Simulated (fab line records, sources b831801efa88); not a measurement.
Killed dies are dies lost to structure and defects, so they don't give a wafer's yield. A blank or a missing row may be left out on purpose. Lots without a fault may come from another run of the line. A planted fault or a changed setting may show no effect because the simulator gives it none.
One fault seen from 2 desks | flow sky130 | each desk has only its own numbers; what lay behind them comes last

THE TOOL OWNER'S DESK: rie_diel-04
The tool's own readings at SKY_POLY_CUT_ETCH_10 (etches BARC in N2/H2, stops on SiO2, time 45.9 s, target depth 60 nm): means of the sampled wafers that have a number, for each lot that ran on this tool. A lot is out of limits, marked OUT, if its mean lies more than 4 standard deviations from the usual mean; the brackets give that distance.
Columns: A = bias_w at SKY_POLY_CUT_ETCH_10, usual 100.01 W; B = drypump_motor_current_A at SKY_POLY_CUT_ETCH_10, usual 5.5 A; C = oes_product_au at SKY_POLY_CUT_ETCH_10, usual 0.853 a.u.; D = rf_fwd_power_W at SKY_POLY_CUT_ETCH_10, usual 495.1 W; E = throttle_valve_pct at SKY_POLY_CUT_ETCH_10, usual 13.224 %
lot  | first seen here | A                | B   | C     | D     | E
L593 | day 24 07:55    | 99.79            | 5.0 | 0.855 | 497.6 | 13.219
L595 | day 25 10:00    | 99.93            | 5.4 | 0.852 | 493.6 | 13.219
L597 | day 26 00:06    | 107.74 (+26) OUT | 5.2 | 0.851 | 496.3 | 13.230
L600 | day 27 07:21    | 107.30 (+24) OUT | 5.2 | 0.854 | 496.8 | 13.218
L610 | day 30 11:25    | 100.04           | 5.2 | 0.853 | 491.8 | 13.232
L611 | day 30 16:43    | 99.78            | 5.5 | 0.854 | 489.8 | 13.222
L614 | day 31 17:06    | 99.93            | 5.6 | 0.855 | 494.3 | 13.214
L615 | day 31 19:40    | 100.33           | 5.4 | 0.858 | 494.7 | 13.229
This desk's finding: out of limits on L597, L600; first on L597, day 26 00:06 (bias_w at SKY_POLY_CUT_ETCH_10). In limits: L593, L595, L610, L611, L614, L615.

THE METROLOGY DESK
What the gauges read, lot by lot, whatever tool the lot ran on: means of the sampled wafers that have a number. A lot is out of limits, marked OUT, if its mean lies more than 4 standard deviations from the usual mean; the brackets give that distance.
Columns: A = cd_nm at SKY_POLY_CUT_CD_MEAS_08, usual 270.1 nm; B = POLY_CUT_OVL at SKY_POLY_CUT_OVL_MEAS_09, usual 0 nm
lot  | first seen here | A     | B
L593 | day 24 07:46    | 270.3 | -10
L594 | day 25 03:55    | 268.2 | 4
L595 | day 25 09:50    | 270.9 | 0
L597 | day 25 23:56    | 268.5 | -3
L600 | day 27 07:14    | 269.0 | 1
L609 | day 30 00:59    | 269.9 | 4
L610 | day 30 11:16    | 272.1 | 6
L611 | day 30 16:34    | 270.9 | -3
L612 | day 31 01:48    | 269.8 | -1
L613 | day 31 07:07    | 269.9 | -2
L614 | day 31 16:58    | 269.1 | -6
L615 | day 31 19:30    | 270.0 | 2
This desk's finding: nothing out of limits on any of the 12 lots.

PUT TOGETHER
The tool owner's desk could have raised an alarm at day 26 00:06, on L597, L600.
The metrology desk saw nothing out of limits.
The metrology desk has L597, L600 on record, within its limits.
Of the lots named, all ran SKY_POLY_CUT_ETCH_10 on rie_diel-04.

WHAT THE SIMULATOR HAD PUT IN
Process parameter drift: rie_diel-04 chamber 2, from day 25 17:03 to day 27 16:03, at SKY_POLY_CUT_ETCH_10. Setting bias_w, moved by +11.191, from 100. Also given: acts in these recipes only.
Lots struck among those shown: L597, L600.
Hours from the fault's start to each desk's first reading out of limits: the tool owner's desk, 7.
